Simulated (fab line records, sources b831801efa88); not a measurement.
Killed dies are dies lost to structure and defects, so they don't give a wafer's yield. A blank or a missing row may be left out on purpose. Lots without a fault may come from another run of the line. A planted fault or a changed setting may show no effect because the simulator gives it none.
Which tool did it? | flow sky130 | 11 lots, 33 wafers sampled, at 1 step of a route of 708

WHAT THE GAUGES READ, wafer by wafer
SKY_FIELD_ISO_CD_MEAS_13: target cd 150 nm.
lot  | measured    | on        | cd_nm (nm)
L314 | day 2 11:08 | cd_sem-01 | 147.8 148.3 149.4
L317 | day 3 01:50 | cd_sem-02 | 150.2 150.5 150.1
L318 | day 3 07:47 | cd_sem-02 | 149.2 149.2 151.2
L326 | day 4 23:25 | cd_sem-01 | 152.5 152.8 152.2
L327 | day 5 08:28 | cd_sem-02 | 149.3 148.2 149.9
L329 | day 5 16:19 | cd_sem-02 | 151.1 151.5 149.5
L331 | day 6 04:13 | cd_sem-01 | 151.3 149.9 150.3
L333 | day 6 13:41 | cd_sem-02 | 148.4 148.6 149.8
L334 | day 6 18:24 | cd_sem-01 | 149.7 150.2 149.4
L335 | day 6 23:56 | cd_sem-01 | 149.9 150.5 151.3
L336 | day 7 04:19 | cd_sem-02 | 148.9 147.8 149.3

WHICH TOOL RAN EACH LOT (tool, then ch and the chambers of the sampled wafers, then the start)
The record holds no process step before these readings.

THE ANSWER, worked out from the rows above alone
Rule: what is usual is taken from the lots themselves. Put in order of their means at a reading, lots are off if they are a third of the lots or fewer, leave a main group of 4 or more, and stand apart from it by a gap of 3 or more times the standard deviation of the main group's means; of several such gaps the widest counts. A main group whose means are all the same, to the digits that the tables above print for the reading, isn't used. A lot without any number at a reading at which 4 lots or more have one is off too. The other lots that the step has rows for count as sound.
No lot is off at any reading shown: from this, nothing can be told.

WHAT THE SIMULATOR HAD PUT IN
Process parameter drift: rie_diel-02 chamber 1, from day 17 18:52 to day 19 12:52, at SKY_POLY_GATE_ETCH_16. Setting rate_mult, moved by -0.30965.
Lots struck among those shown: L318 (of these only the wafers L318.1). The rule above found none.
